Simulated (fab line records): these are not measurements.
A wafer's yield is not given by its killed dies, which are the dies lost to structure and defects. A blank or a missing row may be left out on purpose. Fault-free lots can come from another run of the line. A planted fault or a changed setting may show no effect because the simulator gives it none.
Chamber matching	flow gf180mcu	cmp-02 running GF_V2_CMP_26: 4 sister chambers
The step polishes, stops on SiO2, t overpolish 15 s, target thk 0 nm. 4 wafers are shown with their chamber, then 12 later ones without.

== WAFERS PAIRED WITH THEIR CHAMBERS ==
wafer	chamber	motor current A (A)
L084.1	3	14.1
L089.1	2	11.6
L089.2	0	10.8
L089.3	1	12.0

== WAFERS WHOSE CHAMBER IS MISSING ==
wafer	motor current A (A)
L091.1	12.0
L091.3	11.4
L091.5	11.6
L093.1	11.1
L093.4	14.4
L093.5	11.4
L095.1	14.7
L095.3	10.9
L095.6	11.1
L096.3	14.2
L096.4	11.2
L096.5	11.2

== CHAMBER TAKEN BY EACH ==
wafer	from the rows above	in truth
L091.1	can't be placed: 1 or 2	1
L091.3	can't be placed: 2 or 0 or 1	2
L091.5	can't be placed: 2 or 1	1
L093.1	can't be placed: 0 or 2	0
L093.4	3	3
L093.5	can't be placed: 2 or 0 or 1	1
L095.1	3	3
L095.3	0	0
L095.6	can't be placed: 0 or 2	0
L096.3	3	3
L096.4	can't be placed: 0 or 2 or 1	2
L096.5	can't be placed: 0 or 2 or 1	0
Placed correctly: 4 of 12. From these rows, 8 cannot be placed; in 8 the true chamber is one of the candidates. Wrongly placed: 0.
How it was worked out, from the rows above alone: a wafer's distance from a chamber is the root of the sum, over the readings, of the square of ((its reading less the chamber's mean) divided by the reading's scatter). The wafer belongs to the nearest chamber; if the next one is less than 2 further off, it can't be placed. The mean given for a chamber averages the wafers shown for that chamber. The scatter: root of mean squared gap, hidden wafer to nearest shown wafer, with one shown wafer a chamber.
